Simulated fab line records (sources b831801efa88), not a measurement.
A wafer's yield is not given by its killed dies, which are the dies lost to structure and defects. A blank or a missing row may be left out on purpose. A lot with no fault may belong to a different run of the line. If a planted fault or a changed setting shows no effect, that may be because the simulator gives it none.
A single fault, viewed from 2 desks    flow gf180mcu    what lay behind the numbers comes last; until then each desk has only its own

THE TOOL OWNER'S DESK: krf scanner-01
The tool's own readings at GF_M5_EXPOSE_04 (exposes mask Metal5, target cd 280 nm): means of the sampled wafers that have a number, for each lot that ran on this tool. If a lot's mean is further than 4 standard deviations from the usual mean, the lot is out of limits and carries the mark OUT (the distance appears in the brackets).
Columns: A = exposure dose mJ cm2 at GF_M5_EXPOSE_04, usual 27.998
lot   first seen here  A
L377  day 26 02:18     27.981
L378  day 26 09:40     27.999
L380  day 27 00:56     27.999
L390  day 30 01:16     26.768 (-49) OUT
L391  day 30 02:42     26.777 (-49) OUT
This desk's verdict: out of limits on L390, L391, starting with L390 at day 30 01:16 (exposure dose mJ cm2 at GF_M5_EXPOSE_04). In limits: L377, L378, L380.

AT THE METROLOGY DESK
What the gauges read for every lot (on any tool): the sampled wafers with a number, averaged. If a lot's mean is further than 4 standard deviations from the usual mean, the lot is out of limits and carries the mark OUT (the distance appears in the brackets).
Columns: A = cd nm at GF_M5_CD_MEAS_07, usual 279.9 nm
lot   first seen here  A
L377  day 26 12:30     280.4
L378  day 26 19:31     279.6
L380  day 27 10:40     279.9
L381  day 27 12:52     279.5
L382  day 28 00:54     280.5
L390  day 30 10:42     287.1 (+7.2) OUT
L391  day 30 11:19     287.2 (+7.3) OUT
L392  day 30 22:51     279.9
L394  day 31 07:10     280.4
L395  day 31 11:19     278.9
L398  day 32 07:25     281.4
This desk's verdict: out of limits on L390, L391, starting with L390 at day 30 10:42 (cd nm at GF_M5_CD_MEAS_07). In limits: L377, L378, L380, L381, L382, L392, L394, L395, L398.

TAKEN TOGETHER
An alarm could have come from the tool owner's desk at day 30 01:16, on L390, L391.
An alarm was possible from the metrology desk at day 30 10:42, on L390, L391.
All the named lots went through GF_M5_EXPOSE_04 on krf scanner-01.

WHAT THE SIMULATOR HAD INSERTED
Drift in process parameters on krf scanner-01 at GF_M5_EXPOSE_04, starting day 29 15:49. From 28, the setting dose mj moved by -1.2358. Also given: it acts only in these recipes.
Shown lots that were struck: L390, L391.
Hours from the fault's start to each desk's first reading out of limits: the tool owner's desk, 9; the metrology desk, 19.
